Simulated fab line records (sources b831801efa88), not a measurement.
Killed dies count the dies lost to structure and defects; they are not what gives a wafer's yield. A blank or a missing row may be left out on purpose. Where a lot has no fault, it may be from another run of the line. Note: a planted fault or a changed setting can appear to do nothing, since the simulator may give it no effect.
Struck lot and sound lot, side by side    flow sky130    17 out of 708 route steps
Sound: the wafers L319.3, L319.4, L319.5. Struck: wafer L324.5; the same lot's L324.4 was not struck, so it is left out; see the end for the cause.
Per side, at each step with rows, come the tool, then ch with its chambers, and then its first start. Under that, the readings that differ: sound wafers    struck wafers    difference of the means    sigmas: that difference in standard deviations of wafers without a fault.
alike: readings with means less than 2 such deviations apart, plus words and numbers identical on both sides. not compared: withheld readings, readings lacking a value on some wafer, bounds such as >300 that could conceal the same value, and numbers that have no deviation in the record and whose values overlap.
Wherever a step has rows on one side only, a row that says differs or no value, or a row with sigmas, the two part there. Numbers that have no deviation but don't overlap get no sigmas and don't part them. A reading missing from all wafers of one side parts the sides only when that side holds two or more wafers.

first, 3 steps without rows for these wafers: SKY_VIA1_EXPOSE_09 (exposes mask VIM, target cd 150 nm); SKY_VIA1_PEB_10; SKY_VIA1_DEVELOP_11 (develop time 60 s).
SKY_VIA1_CD_MEAS_12 targets a cd of 150 nm.
  sound on cdSem-02 at day 35 11:22; struck on cdSem-01 at day 36 18:58
  alike: cdNm
SKY_VIA1_OVL_MEAS_13:
  sound on overlay-01 at day 35 11:27; struck on overlay-01 at day 36 19:03
  alike: VIA1_OVL
SKY_VIA1_ETCH_14: etches BARC in N2/H2, stops on SiO2, time 45.9 s, target depth 60 nm.
  sound on rieDiel-03 ch 0,3, day 35 11:29; struck on rieDiel-03 ch 2, day 36 19:04
reading                   sound        struck  difference  sigmas
drypumpMotorCurrentA (A)  5.7 6.0 6.0  4.8     -1.1        -2
  alike: h2FlowSccm, oesProductAu, throttleValvePct
  not compared: rfHoursCounterH
SKY_VIA1_ETCH_15: etches SiO2 in C4F8/O2/Ar, stops on TiN, target depth 351 nm, time 54 s.
  sound on rieDiel-03 ch 0,3, day 35 11:31; struck on rieDiel-03 ch 2, day 36 19:07
  alike: oesProductAu
  not compared: rfHoursCounterH
SKY_VIA1_STRIP_16: strips in O2/N2.
  sound on plasmaAsher-04 ch 0,1, day 35 11:36; struck on plasmaAsher-03 ch 1, day 36 19:11
  alike: drypumpMotorCurrentA, oesProductAu, stripTimeToEndpointS
  not compared: rfHoursCounterH
then, 3 steps without rows for these wafers: SKY_VIA1_STRIP_17 (strips in post etch residue remover, time 1200 s); SKY_VIA1_CLEAN_18 (cleans in IPA, time 180 s); SKY_VIA1_CLEAN_19 (cleans in O3/DIW).
SKY_VIA1_SPUTTER_20: material TiN, target thk 20 nm, time 80 s.
  sound on pvdSputter-03 at day 35 12:13; struck on pvdSputter-01 at day 36 19:47
  alike: throttleValvePct
SKY_VIA1_CVD_21: deposits W, target thk 270 nm, time 80.902 s.
  sound on cvdW-01 ch 0,1, day 35 12:19; struck on cvdW-01 ch 1, day 36 19:53
reading                            sound              struck  difference  sigmas
heaterPowerW (W)                   746 892 750        920     +124        +2
model.W_of_VIA1_CVD_21.thkNm (nm)  271.2 266.5 267.5  249.1   -19.3       
SKY_VIA1_RS_MEAS_22: measures by four-point-probe.
  sound on filmMetro-02 at day 35 12:25; struck on filmMetro-04 at day 36 20:00
reading             sound              struck  difference  sigmas
VIA1_W_RS (ohm/sq)  0.425 0.432 0.430  0.462   +0.033      +7
SKY_VIA1_THK_MEAS_23: measures by xrf.
  sound on filmMetro-02 at day 35 12:31; struck on filmMetro-04 at day 36 20:05
reading          sound        struck  difference  sigmas
VIA1_W_THK (nm)  267 261 263  246     -18         -4
SKY_VIA1_CMP_24: polishes, stops on SiO2, t overpolish 15 s, target thk 0 nm.
  sound on cmp-01 ch 0,1,3, day 35 12:39; struck on cmp-01 ch 2, day 36 20:13
reading            sound           struck  difference  sigmas
motorCurrentA (A)  11.2 12.1 11.0  14.3    +2.9        +2
  alike: slurryFilterDpKPa
-- the record jumps here: 11 days lie between the struck wafers' starts before and after (it left off in module VIA1 and takes up again in module PAD_OPEN, whose first step shown is number 708 of the route) --
SKY_PAD_OPEN_PROBE_99:
  rows exist in the record for the struck wafers here (prober-01, day 48 04:13), but not for the sound ones

WHERE THEY PART
First at SKY_VIA1_ETCH_14; last, within this record, at SKY_PAD_OPEN_PROBE_99.

WHY: what had been put in by the simulator
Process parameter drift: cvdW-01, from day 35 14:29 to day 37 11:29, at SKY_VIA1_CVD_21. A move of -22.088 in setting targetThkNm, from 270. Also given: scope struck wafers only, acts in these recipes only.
